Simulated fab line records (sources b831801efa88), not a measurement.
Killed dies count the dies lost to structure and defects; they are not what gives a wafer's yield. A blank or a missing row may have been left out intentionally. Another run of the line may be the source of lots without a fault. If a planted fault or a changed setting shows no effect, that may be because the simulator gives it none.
The same fault as seen by 2 desks :: flow gf180mcu :: only its own numbers are on each desk; what lay behind them is given at the end

== FOR THE TOOL OWNER'S DESK: rie-metal-03 ==
The tool's own readings at GF_M3_METAL_ETCH_16 (etches the open film in Cl2/BCl3, stops on SiO2, target depth 750.8 nm, time 125.1 s): means of the sampled wafers that have a number, for each lot that ran on this tool. A lot is out of limits, marked OUT, if its mean lies more than 4 standard deviations from the usual mean; the brackets give that distance.
Columns: A = drypump-motor-current-A at GF_M3_METAL_ETCH_16, usual 5.60 A; B = mfc-cl2-sccm at GF_M3_METAL_ETCH_16, usual 80.00 sccm; C = oes-product-au at GF_M3_METAL_ETCH_16, usual 0.989 a.u.; D = throttle-valve-pct at GF_M3_METAL_ETCH_16, usual 28.230 %
lot: L201
first seen here: day 22 06:52
A: 5.57
B: 79.93
C: 0.990
D: 28.229

lot: L212
first seen here: day 26 06:56
A: 5.49
B: 80.02
C: 0.931 (-10) OUT
D: 28.300 (+7.4) OUT
This desk's verdict: out of limits on L212, starting with L212 at day 26 06:56 (oes-product-au at GF_M3_METAL_ETCH_16). L201: within limits.

== AT THE METROLOGY DESK ==
What the gauges read for every lot (on any tool): the sampled wafers with a number, averaged. A lot is out of limits, marked OUT, if its mean lies more than 4 standard deviations from the usual mean; the brackets give that distance.
Columns: A = M2_ALCU_THK at GF_M2_THK_MEAS_06, usual 451 nm
lot: L198
first seen here: day 17 23:35
A: 462

lot: L199
first seen here: day 18 10:44
A: 447

lot: L200
first seen here: day 18 23:31
A: 456

lot: L201
first seen here: day 19 02:30
A: 446

lot: L202
first seen here: day 19 16:32
A: 442

lot: L203
first seen here: day 20 04:14
A: 456

lot: L208
first seen here: day 22 01:45
A: 453

lot: L212
first seen here: day 23 10:26
A: 453

lot: L216
first seen here: day 24 16:19
A: 443

lot: L217
first seen here: day 25 11:53
A: 451

lot: L220
first seen here: day 25 19:44
A: 457

lot: L219
first seen here: day 25 21:19
A: 443

lot: L221
first seen here: day 26 09:09
A: 451
This desk's finding: nothing out of limits on any of the 13 lots.

== PUT TOGETHER ==
The tool owner's desk could have raised an alarm at day 26 06:56, on L212.
Metrology desk: nothing out of limits seen.
The metrology desk holds a record of L212, inside its limits.
On rie-metal-03, each named lot ran GF_M3_METAL_ETCH_16.

== WHAT THE SIMULATOR HAD PUT IN ==
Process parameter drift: rie-metal-03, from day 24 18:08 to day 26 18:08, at GF_M3_METAL_ETCH_16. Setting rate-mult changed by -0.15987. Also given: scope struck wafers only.
Struck lots among those shown: L212.
Delay in hours, fault start to first out-of-limits reading, by desk: the tool owner's desk at 37.
